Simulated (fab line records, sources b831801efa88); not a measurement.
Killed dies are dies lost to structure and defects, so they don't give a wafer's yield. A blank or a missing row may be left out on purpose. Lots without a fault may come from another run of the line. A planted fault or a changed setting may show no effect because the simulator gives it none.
fab line records | flow sky130
record lots=5 wafers=15 last_day=49
route steps=708 shown NWELL@77 PWDE@84 VT_ADJUST_HVTP@85 PAD_OPEN@708
lots that met no fault: from a run of the same line without faults
start_h: hours from the record's first day to the start of the lot's first wafer shown | wait_h: hours since the lot's step before | " the same as in the row above | L1.1+2: a row that stands for several wafers | - no value, or no start given | * or withheld: withheld | < > ~ a bound
route shown NAME@n: a module of which the file shows steps, and the number in the route of the first | usual: mean/standard deviation of fault-free wafers | same: alike in all rows | chamber/n: place in a boat | sites: the reading at each site | _std_site: their standard deviation | _edge_site: outer sites' mean less inner sites' | radius_mm: how far each site lies from the wafer's centre | mask NAME#n: copy n | behind: the tool/chamber that last shaped the wafer | hold: why the lot was held/for how many hours/how that ended | device: the transistor (n, p or np) that didn't switch | end of line: the same wafers' tests at the end of the route | a step without rows: its recipe alone | killed: dies lost to structure and defects at the first sort, not the wafer's yield | map: a wafer's dies, x killed, . not, _ none there
set.NAME: the setting as run; set.NAME@STEP: as run at that earlier step | model.NAME: the simulator's own value behind a step, which no gauge read
lots at some steps of the route; a table a step, a row a wafer
services: from which hour (start_h, from the record's first day; less than 0 if before it) a tool's chamber was out of use, for how many hours, and why
## steps
# step SKY_NWELL_IMPLANT_24
# recipe species=B energy_kev=140 dose_cm2=9.2e+12 tilt_deg=withheld
# step SKY_NWELL_STRIP_25
# recipe chemistry=O2/N2 power_w=1400 pressure_mtorr=1500 platen_temp_c=withheld o2_flow_sccm=3000 n2_flow_sccm=300 overash_fraction=0.5
# usual drypump_motor_current_A=5.95/0.26 oes_product_au=0.722/0.0043 strip_time_to_endpoint_s=36.94/0.1
# columns lot.wafer tool chamber start_h wait_h drypump_motor_current_A oes_product_au rf_hours_counter_h strip_time_to_endpoint_s
L169.1 plasma_asher-04 1 113.86 0.1 5.89 0.724 43 36.90
L169.2 " 0 " " 6.02 0.726 43 36.92
L169.3 " 1 " " 5.91 0.718 - 36.89
L171.3 plasma_asher-01 1 129.79 0.1 5.65 0.729 - 36.87
L171.4 " 0 " " 6.29 0.717 - 36.78
L171.6 " 1 " " 5.66 0.728 - 36.81
L183.1 plasma_asher-01 0 200.25 0.1 6.29 0.727 39 37.07
L183.5 " 0 " " 6.29 0.728 - 37.03
L183.6 " 1 " " 5.64 0.728 - 37.11
L187.1 plasma_asher-03 1 224.36 0.1 6.14 0.720 57 37.25
L187.4 " 1 " " 6.18 0.719 - 37.16
L187.6 " 1 " " 6.15 0.720 - 37.13
L186.2 plasma_asher-03 0 229.91 0.1 5.65 0.726 57 36.98
L186.4 " 0 " " 5.65 0.725 - 37.08
L186.6 " 1 " " 6.11 0.722 - 36.88
# step SKY_NWELL_TW_MEAS_26
# usual NWELL_2_TW=497/5.1
# columns lot.wafer tool chamber start_h wait_h NWELL_2_TW
L169.1 film_metro-02 - 113.96 0.1 503
L169.2 " - " " 507
L169.3 " - " " 504
L171.3 film_metro-04 - 129.88 0.1 494
L171.4 " - " " 495
L171.6 " - " " 497
L183.1 film_metro-02 - 200.35 0.1 501
L183.5 " - " " 500
L183.6 " - " " 504
L187.1 film_metro-02 - 224.46 0.1 506
L187.4 " - " " 507
L187.6 " - " " 503
L186.2 film_metro-04 - 230.02 0.1 498
L186.4 " - " " 500
L186.6 " - " " 495
# step SKY_NWELL_CLEAN_27
# recipe chemistry=SC1/SC2 mix=1:4:20 temp_c=70 time_s=150 dry=n2_spin
# step SKY_NWELL_RTA_28
# recipe temp_c=1050 time_s=30 idle_temp_c=650 ramp_up_c_per_s=150 ramp_down_c_per_s=90 ambient=N2
# usual lamp_power_pct=25.30/0.051 wafer_temp_C_max=1054.8/0.89
# columns lot.wafer tool chamber start_h wait_h lamp_power_pct wafer_temp_C_max
L169.1 rtp_anneal-02 0 114.07 0.0 25.33 1053.3
L169.2 " 0 " " 25.34 1055.3
L169.3 " 0 " " 25.32 1054.8
L171.3 rtp_anneal-02 0 130.01 0.0 25.33 1054.9
L171.4 " 0 " " 25.36 1054.3
L171.6 " 0 " " 25.35 1055.2
L183.1 rtp_anneal-01 0 200.46 0.0 25.33 1056.0
L183.5 " 0 " " 25.31 1054.1
L183.6 " 0 " " 25.35 1054.1
L187.1 rtp_anneal-01 0 224.57 0.0 25.28 1054.7
L187.4 " 0 " " 25.34 1054.1
L187.6 " 0 " " 25.27 1054.6
L186.2 rtp_anneal-01 0 230.14 0.0 25.34 1055.2
L186.4 " 0 " " 25.26 1053.4
L186.6 " 0 " " 25.30 1054.6
# step SKY_NWELL_RS_MEAS_29
# recipe thk_meas_gauge=four-point-probe
# usual NWELL_RS=625.1/1.7
# columns lot.wafer tool chamber start_h wait_h NWELL_RS[ohm/sq]
L169.1 film_metro-02 - 114.17 0.1 626.0
L169.2 " - " " 623.8
L169.3 " - " " 627.2
L171.3 film_metro-01 - 130.12 0.1 623.6
L171.4 " - " " 624.5
L171.6 " - " " 624.4
L183.1 film_metro-04 - 200.56 0.1 625.1
L183.5 " - " " 624.8
L183.6 " - " " 626.4
L187.1 film_metro-01 - 224.67 0.1 622.7
L187.4 " - " " 624.5
L187.6 " - " " 625.0
L186.2 film_metro-04 - 230.24 0.1 622.2
L186.4 " - " " 624.1
L186.6 " - " " 624.7
# step SKY_NWELL_RS_MEAS_31
# recipe thk_meas_gauge=four-point-probe
# usual PWDE_RS=5281/21
# columns lot.wafer tool chamber start_h wait_h PWDE_RS[ohm/sq]
L169.1 film_metro-02 - 114.41 0.1 5290
L169.2 " - " " 5284
L169.3 " - " " 5295
L171.3 film_metro-01 - 130.36 0.1 5269
L171.4 " - " " 5262
L171.6 " - " " 5287
L183.1 film_metro-04 - 200.80 0.1 5309
L183.5 " - " " 5298
L183.6 " - " " 5305
L187.1 film_metro-01 - 224.91 0.1 5244
L187.4 " - " " 5270
L187.6 " - " " 5248
L186.2 film_metro-04 - 230.48 0.1 5294
L186.4 " - " " 5308
L186.6 " - " " 5309
# step SKY_VT_ADJUST_HVTP_DEHYDRATE_00
# recipe temp_c=200 time_s=60
# step SKY_VT_ADJUST_HVTP_HMDS_01
# recipe prime_time_s=60 prime_temp_c=120
# step SKY_VT_ADJUST_HVTP_COAT_02
# recipe resist=NOVOLAK spin_rpm=3000 resist_thk_nm=1140
# step SKY_VT_ADJUST_HVTP_SOFTBAKE_03
# recipe temp_c=90 time_s=60 resist=NOVOLAK
# step SKY_VT_ADJUST_HVTP_EXPOSE_04
# recipe mask_id=HVTPM na=0.6 source_shape=conventional sigma_outer=0.6 polarization=unpolarized target_cd_nm=380 dose_mj=140
# columns lot.wafer tool chamber start_h wait_h mask
L169.1+2+3 iline_stepper-02 0 124.74 - HVTPM#0
L171.3+4+6 iline_stepper-01 0 139.08 - HVTPM#0
L183.1+5+6 iline_stepper-02 0 212.24 - HVTPM#0
L187.1+4+6 iline_stepper-01 0 235.61 - NWM_COMPLEMENT_LESS_NATIVE#0
L186.2+4+6 iline_stepper-02 0 241.91 - HVTPM#0
# step SKY_VT_ADJUST_HVTP_PEB_05
# recipe temp_c=withheld time_s=* resist=NOVOLAK
# step SKY_VT_ADJUST_HVTP_DEVELOP_06
# recipe resist=NOVOLAK developer=TMAH develop_time_s=60 dev_temp_c=23
# step SKY_VT_ADJUST_HVTP_CD_MEAS_07
# recipe target_cd_nm=380
# usual cd_nm=379.6/2.6
# columns lot.wafer tool chamber start_h wait_h cd_nm
L169.1 cd_sem-02 - 133.41 0.1 379.0
L169.2 " - " " 381.1
L169.3 " - " " 379.1
L171.3 cd_sem-01 - 149.60 0.1 380.9
L171.4 " - " " 381.7
L171.6 " - " " 378.9
L183.1 cd_sem-02 - 223.28 0.1 376.1
L183.5 " - " " 378.2
L183.6 " - " " 376.8
L187.1 cd_sem-01 - 246.59 0.1 -
L187.4 " - " " -
L187.6 " - " " -
L186.2 cd_sem-02 - 252.83 0.1 372.8
L186.4 " - " " 373.3
L186.6 " - " " 372.8
# step SKY_VT_ADJUST_HVTP_OVL_MEAS_08
# usual VT_ADJUST_HVTP_OVL=-1.4/1.3
# columns lot.wafer tool chamber start_h wait_h VT_ADJUST_HVTP_OVL[nm]
L169.1 overlay-02 - 133.53 0.1 -1.3
L169.2 " - " " -3.0
L169.3 " - " " -1.0
L171.3 overlay-01 - 149.69 0.1 0.1
L171.4 " - " " -1.9
L171.6 " - " " -1.6
L183.1 overlay-02 - 223.40 0.1 -1.9
L183.5 " - " " -3.5
L183.6 " - " " -3.0
L187.1 overlay-01 - 246.71 0.1 -
L187.4 " - " " -
L187.6 " - " " -
L186.2 overlay-01 - 252.94 0.1 0.7
L186.4 " - " " 0.3
L186.6 " - " " -0.5
# step SKY_VT_ADJUST_HVTP_IMPLANT_09
# recipe species=As energy_kev=150 dose_cm2=4.3e+12 tilt_deg=withheld
# step SKY_VT_ADJUST_HVTP_STRIP_10
# recipe chemistry=O2/N2 power_w=1400 pressure_mtorr=1500 platen_temp_c=withheld o2_flow_sccm=3000 n2_flow_sccm=300 overash_fraction=0.5
# usual drypump_motor_current_A=5.7/0.47 oes_product_au=0.715/0.0049 strip_time_to_endpoint_s=14.19/0.045
# columns lot.wafer tool chamber start_h wait_h drypump_motor_current_A oes_product_au rf_hours_counter_h strip_time_to_endpoint_s
L169.1 plasma_asher-01 1 133.72 0.1 5.6 0.715 33 14.10
L169.2 " 0 " " 6.3 0.707 33 14.09
L169.3 " 0 " " 6.3 0.712 - 14.16
L171.3 plasma_asher-04 1 149.90 0.1 5.9 0.715 - 14.15
L171.4 " 0 " " 6.0 0.710 - 14.18
L171.6 " 0 " " 6.0 0.714 - 14.19
L183.1 plasma_asher-02 1 223.59 0.1 5.8 0.719 9 14.19
L183.5 " 1 " " 5.8 0.700 - 14.23
L183.6 " 0 " " 4.8 0.717 - 14.13
L187.1 plasma_asher-02 1 246.90 0.1 5.8 0.715 12 14.13
L187.4 " 1 " " 5.8 0.711 - 14.11
L187.6 " 1 " " 5.8 0.714 - 14.12
L186.2 plasma_asher-02 1 253.12 0.1 5.8 0.720 12 14.23
L186.4 " 1 " " 5.8 0.720 - 14.19
L186.6 " 0 " " 4.8 0.722 - 14.24
# step SKY_VT_ADJUST_HVTP_TW_MEAS_11
# usual VT_ADJUST_HVTP_TW=1355/11
# columns lot.wafer tool chamber start_h wait_h hold VT_ADJUST_HVTP_TW
L169.1 film_metro-01 - 133.82 0.1 - 1344
L169.2 " - " " - 1346
L169.3 " - " " - 1343
L171.3 film_metro-03 - 149.99 0.1 - 1352
L171.4 " - " " - 1348
L171.6 " - " " - 1351
L183.1 film_metro-04 - 223.69 0.1 - 1355
L183.5 " - " " - 1362
L183.6 " - " " - 1355
L187.1 film_metro-03 - 247.00 0.1 await_dispo/0.2h/release 30
L187.4 " - " " await_dispo/0.2h/release 30
L187.6 " - " " await_dispo/0.2h/release 30
L187.1 film_metro-03 - 247.22 0.2 - 30
L187.4 " - " " - 30
L187.6 " - " " - 30
L186.2 film_metro-04 - 253.23 0.1 - 1358
L186.4 " - " " - 1365
L186.6 " - " " - 1369
# step SKY_PAD_OPEN_PROBE_99
# usual defect_limited_yield=82.7/2.1 killed_at_M0_to_M3=43/7.2 killed_at_M4_up=3.2/1.8 killed_at_contacts=23/5.6 killed_at_front_end=15/4.6 killed_at_other=0.3/0.71 killed_dies=85/10 killed_open=46/7.8 killed_short=38/6.5 sort_bin_3_pad_short=0.8/0.38 sort_bin_5_function=10.2/1.5 sort_bin_6_memory=6.3/1.2 sort_n_pass=407/10 sort_yield_pct=82.7/2.1
# same gross_dies=492 killed_at_back_side=0 sort_bin_4_leakage[%]=0 sort_bin_8_speed[%]=0
# columns lot.wafer tool chamber start_h wait_h defect_limited_yield[%] killed_at_M0_to_M3 killed_at_M4_up killed_at_contacts killed_at_front_end killed_at_other killed_dies killed_open killed_short sort_bin_3_pad_short[%] sort_bin_5_function[%] sort_bin_6_memory[%] sort_n_pass sort_yield_pct[%]
L169.1 prober-01 - 1089.59 0.1 86.0 34 0 19 15 1 69 34 35 0.6 7.1 6.3 423 86.0
L169.2 prober-01 - 1089.64 0.1 83.7 37 3 13 27 0 80 40 39 0.4 10.6 5.3 412 83.7
L169.3 prober-01 - 1089.69 0.2 82.3 46 4 23 13 1 87 47 39 1.0 10.2 6.5 405 82.3
L171.3 prober-02 - 1103.94 0.2 81.9 48 5 20 16 0 89 52 36 0.8 11.2 6.1 403 81.9
L171.4 prober-02 - 1103.99 0.2 82.3 44 4 20 19 0 87 49 37 0.6 10.6 6.5 405 82.3
L171.6 prober-02 - 1104.09 0.2 82.1 54 2 20 12 0 88 49 39 0.8 10.0 7.1 404 82.1
# killed by level:class
L169.1 VIA1:geometric_particle:open=12 VIA1:geometric_particle:short=7 POLY_GATE:geometric_particle:open=6 CONTACT:geometric_particle:short=6 CONTACT:geometric_particle:open=6 METAL1:geometric_particle:short=5 FIELD_ISO:geometric_particle:open=3 POLY_GATE:geometric_particle:short=3
L169.2 FIELD_ISO:geometric_particle:short=9 METAL2:geometric_particle:short=8 VIA2:geometric_particle:open=7 CONTACT:geometric_particle:open=7 VIA1:geometric_particle:open=7 FIELD_ISO:geometric_particle:open=6 VIA1:geometric_particle:short=4 POLY_GATE:geometric_particle:open=4
L169.3 VIA1:geometric_particle:open=12 VIA3:geometric_particle:open=7 CONTACT:geometric_particle:open=6 VIA2:geometric_particle:open=6 FIELD_ISO:geometric_particle:short=5 LI_CONTACT:geometric_particle:open=5 VIA3:geometric_particle:short=5 LOCAL_INTERCONNECT:geometric_particle:short=4
L171.3 CONTACT:geometric_particle:open=10 VIA3:geometric_particle:open=9 VIA1:geometric_particle:open=8 METAL2:geometric_particle:short=8 METAL2:geometric_particle:open=6 LI_CONTACT:geometric_particle:open=4 VIA2:geometric_particle:open=4 METAL3:geometric_particle:short=4
L171.4 METAL2:geometric_particle:short=12 VIA1:geometric_particle:open=11 LI_CONTACT:geometric_particle:open=7 FIELD_ISO:geometric_particle:open=6 CONTACT:geometric_particle:open=6 POLY_GATE:geometric_particle:open=5 METAL1:geometric_particle:short=5 CONTACT:geometric_particle:short=4
L171.6 VIA3:geometric_particle:open=11 VIA2:geometric_particle:open=9 VIA1:geometric_particle:open=8 LI_CONTACT:geometric_particle:open=7 METAL2:geometric_particle:short=7 METAL1:geometric_particle:short=6 CONTACT:geometric_particle:short=6 CONTACT:geometric_particle:open=5
## services
# columns tool chamber start_h hours kind
plasma_asher-02 - 104.50 8.7 repair
plasma_asher-03 - 105.57 2.0 repair
plasma_asher-02 - 113.24 9.0 pm
plasma_asher-02 0 113.24 9.0 vent_cycle
plasma_asher-02 1 113.24 9.0 vent_cycle
plasma_asher-02 0 122.24 - clean
plasma_asher-02 1 122.24 - clean
iline_stepper-01 0 138.61 - calibration
iline_stepper-01 - 139.97 1.7 pm
iline_stepper-02 - 159.10 4.2 repair
plasma_asher-04 - 162.89 1.0 repair
iline_stepper-02 - 169.29 1.7 pm
iline_stepper-02 0 205.26 - calibration
iline_stepper-02 - 224.58 2.2 repair
iline_stepper-02 - 238.87 2.2 repair
plasma_asher-04 - 242.49 2.6 repair
## key
first_sign step=SKY_VT_ADJUST_HVTP_EXPOSE_04 reading=mask direction=changed
effect step=SKY_VT_ADJUST_HVTP_CD_MEAS_07 reading=cd_nm direction=missing
effect step=SKY_VT_ADJUST_HVTP_OVL_MEAS_08 reading=VT_ADJUST_HVTP_OVL direction=missing
effect step=SKY_VT_ADJUST_HVTP_TW_MEAS_11 reading=visit direction=added
effect step=SKY_VT_ADJUST_HVTP_TW_MEAS_11 reading=VT_ADJUST_HVTP_TW direction=down sigmas=99+ usual=1355 struck=30
met_at SKY_VT_ADJUST_HVTP_EXPOSE_04
struck_wafers L187.1,L187.4,L187.6
scrapped_behind SKY_VT_ADJUST_HVTP_TW_MEAS_11 L187.1,L187.4,L187.6
onset_between 139.08 235.61
fault kind=wrong_mask tool=any chamber=- onset_h=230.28 steps=SKY_VT_ADJUST_HVTP_EXPOSE_04 aux_copy=NWM_COMPLEMENT_LESS_NATIVE#0 scope=struck_lots_only
